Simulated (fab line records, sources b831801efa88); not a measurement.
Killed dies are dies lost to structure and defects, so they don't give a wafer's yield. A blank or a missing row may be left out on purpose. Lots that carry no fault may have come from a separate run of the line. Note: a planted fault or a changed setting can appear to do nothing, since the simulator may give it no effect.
The same fault as seen by 2 desks | flow sky130 | what lay behind the numbers comes last; until then each desk has only its own

## THE METROLOGY DESK
What the gauges read, lot by lot, whatever tool the lot ran on: means of the sampled wafers that have a number. Any lot whose mean is over 4 standard deviations away from the usual mean is out of limits and marked OUT; that distance is given in the brackets.
Columns: A = cdNm at SKY_SONOS_ONO_CD_MEAS_13, usual 409.3 nm
lot  | first seen here | A
L527 | day 13 20:05    | 407.6
L529 | day 14 20:07    | 408.7
L528 | day 14 21:30    | 407.0
L538 | day 17 07:22    | 408.6
L541 | day 17 21:32    | 409.4
L542 | day 18 08:11    | 407.4
L545 | day 19 03:33    | 410.9
L544 | day 19 04:05    | 404.8
L546 | day 19 14:55    | 408.4
L547 | day 20 00:42    | 410.3
L548 | day 20 11:23    | 410.9
L549 | day 20 18:03    | 406.5
Finding of this desk: none of the 12 lots has anything out of limits.

## AT THE TOOL OWNER'S DESK: lithoTrack-04
At SKY_RES_PROTECT_SOFTBAKE_03 (time 60 s), the tool's own readings, given per lot that ran on this tool as the mean of the sampled wafers with a number. Any lot whose mean is over 4 standard deviations away from the usual mean is out of limits and marked OUT; that distance is given in the brackets.
Columns: A = heaterPowerTotalW at SKY_RES_PROTECT_SOFTBAKE_03, usual 56.59 W; B = resistLineTempC at SKY_RES_PROTECT_SOFTBAKE_03, usual 22.96 C; C = runLengthS at SKY_RES_PROTECT_SOFTBAKE_03, usual 89.22 s
lot  | first seen here | A               | B     | C
L529 | day 16 20:22    | 56.60           | 23.05 | 88.98
L538 | day 19 14:25    | 57.50 (+22) OUT | 22.89 | 86.30 (-12) OUT
L548 | day 22 14:05    | 56.59           | 23.01 | 88.97
Finding of this desk: L538 out of limits; the first was L538 at day 19 14:25, on heaterPowerTotalW at SKY_RES_PROTECT_SOFTBAKE_03. Within limits: L529, L548.

## BROUGHT TOGETHER
The tool owner's desk could have raised an alarm at day 19 14:25, on L538.
Nothing out of limits was seen by the metrology desk.
The metrology desk has L538 on record, within its limits.
Every lot named ran SKY_RES_PROTECT_SOFTBAKE_03 on lithoTrack-04.

## WHAT HAD BEEN PUT IN BY THE SIMULATOR
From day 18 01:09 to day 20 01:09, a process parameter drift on lithoTrack-04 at SKY_RES_PROTECT_SOFTBAKE_03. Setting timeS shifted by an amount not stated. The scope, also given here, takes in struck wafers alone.
Shown lots that were struck: L538.
Time in hours from fault onset to the first out-of-limits reading at each desk: the tool owner's desk, 37.
